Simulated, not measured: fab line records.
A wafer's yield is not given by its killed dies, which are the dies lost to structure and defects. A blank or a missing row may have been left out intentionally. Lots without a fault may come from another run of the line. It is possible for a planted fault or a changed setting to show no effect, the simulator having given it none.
Which tool was responsible? | flow sky130 | 18 wafers from 6 lots sampled at 3 of the route's 708 steps

## WHAT THE GAUGES READ, wafer by wafer
SKY_POLY_GATE_CD_MEAS_13: target cd 150 nm.
lot  | measured     | on        | cd nm (nm)
L828 | day 17 07:38 | cd sem-02 | 148.8 148.1 147.4
L830 | day 17 21:20 | cd sem-01 | 149.1 148.4 148.7
L833 | day 18 23:32 | cd sem-02 | 150.3 149.3 149.1
L836 | day 20 14:04 | cd sem-01 | 149.5 150.4 149.6
L841 | day 22 03:05 | cd sem-02 | 150.6 148.3 148.9
L849 | day 25 01:38 | cd sem-02 | 150.5 151.5 150.2

## TOOL THAT RAN EACH LOT (tool first, then ch and the chambers of the sampled wafers, then the start)
lot  | SKY_NWELL_RTA_28                 | SKY_POLY_GATE_EXPOSE_10
L828 | rtp anneal-02 ch 0, day 5 23:53  | krf scanner-02 ch 0, day 16 17:47
L830 | rtp anneal-01 ch 0, day 6 09:38  | krf scanner-01 ch 0, day 17 06:26
L833 | rtp anneal-01 ch 0, day 7 02:20  | krf scanner-02 ch 0, day 18 09:01
L836 | rtp anneal-02 ch 0, day 8 01:49  | krf scanner-02 ch 0, day 19 23:11
L841 | rtp anneal-01 ch 0, day 9 05:14  | krf scanner-02 ch 0, day 21 12:22
L849 | rtp anneal-02 ch 0, day 11 10:44 | krf scanner-02 ch 0, day 24 10:50
- SKY_NWELL_RTA_28: time 30 s.
- SKY_POLY_GATE_EXPOSE_10: exposes mask P1M, target cd 150 nm.

## THE ANSWER, worked out from the rows above alone
Rule: what is usual is taken from the lots themselves. The widest of any qualifying gaps counts: lots, ordered by their means at a reading, are off when they make up no more than a third of the lots, leave a main group of 4 or more, and stand apart from it by 3 or more times the standard deviation of that group's means. The tables above print the reading to a certain number of digits; a main group whose means all agree to those digits is not used. Also off: a lot with no number at a reading for which 4 or more lots have one. Where the step has rows for the other lots, those lots are counted as sound.
Across all readings shown, no lot is off: no conclusion can be drawn from this.

## WHAT THE SIMULATOR HAD PUT IN
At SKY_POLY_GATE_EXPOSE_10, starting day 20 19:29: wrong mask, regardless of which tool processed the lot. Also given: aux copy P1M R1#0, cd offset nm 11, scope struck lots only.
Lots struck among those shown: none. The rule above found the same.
